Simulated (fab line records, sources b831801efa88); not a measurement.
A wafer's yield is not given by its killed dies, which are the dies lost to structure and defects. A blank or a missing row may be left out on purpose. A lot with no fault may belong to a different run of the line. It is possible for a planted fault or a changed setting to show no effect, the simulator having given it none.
Chamber matching || flow gf180mcu || GF_PASSIVATION_CVD_00 on pecvd-01 has 3 sister chambers
The step deposits SiO2 from TEOS, target thk 1000 nm, time 111.95 s. 3 wafers are shown with their chamber, then 12 later ones without.

## WAFERS PAIRED WITH THEIR CHAMBERS
{"wafer": "L088.1", "chamber": 2, "heater_power_w (W)": 833}
{"wafer": "L088.4", "chamber": 0, "heater_power_w (W)": 516}
{"wafer": "L088.6", "chamber": 1, "heater_power_w (W)": 565}

## WAFERS MISSING THEIR CHAMBER
{"wafer": "L090.1", "heater_power_w (W)": 609}
{"wafer": "L090.4", "heater_power_w (W)": 570}
{"wafer": "L090.6", "heater_power_w (W)": 653}
{"wafer": "L094.1", "heater_power_w (W)": 880}
{"wafer": "L094.2", "heater_power_w (W)": 523}
{"wafer": "L094.5", "heater_power_w (W)": 727}
{"wafer": "L096.1", "heater_power_w (W)": 623}
{"wafer": "L096.4", "heater_power_w (W)": 701}
{"wafer": "L096.6", "heater_power_w (W)": 562}
{"wafer": "L097.2", "heater_power_w (W)": 799}
{"wafer": "L097.5", "heater_power_w (W)": 656}
{"wafer": "L097.6", "heater_power_w (W)": 617}

## CHAMBER TAKEN BY EACH
{"wafer": "L090.1", "from the rows above": "can't be placed: 1 or 0", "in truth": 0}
{"wafer": "L090.4", "from the rows above": "can't be placed: 1 or 0", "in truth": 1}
{"wafer": "L090.6", "from the rows above": "can't be placed: 1 or 0 or 2", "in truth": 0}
{"wafer": "L094.1", "from the rows above": 2, "in truth": 2}
{"wafer": "L094.2", "from the rows above": "can't be placed: 0 or 1", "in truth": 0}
{"wafer": "L094.5", "from the rows above": "can't be placed: 2 or 1 or 0", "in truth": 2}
{"wafer": "L096.1", "from the rows above": "can't be placed: 1 or 0", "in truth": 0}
{"wafer": "L096.4", "from the rows above": "can't be placed: 2 or 1 or 0", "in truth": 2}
{"wafer": "L096.6", "from the rows above": "can't be placed: 1 or 0", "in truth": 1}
{"wafer": "L097.2", "from the rows above": 2, "in truth": 2}
{"wafer": "L097.5", "from the rows above": "can't be placed: 1 or 0 or 2", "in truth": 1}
{"wafer": "L097.6", "from the rows above": "can't be placed: 1 or 0", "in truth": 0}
Placed correctly: 2 of 12. Unplaceable from these rows: 10, with the true chamber sitting among the candidates in 10. Wrongly placed: 0.
How it was worked out, from the rows above alone: a wafer's distance from a chamber is the root of the sum, over the readings, of the square of ((its reading less the chamber's mean) divided by the reading's scatter). If the next closest chamber is less than 2 further off than the closest, the wafer can't be placed; otherwise it belongs to the closest. A chamber's mean is the mean of its shown wafers. The scatter: root of mean squared gap, hidden wafer to nearest shown wafer, with one shown wafer a chamber.
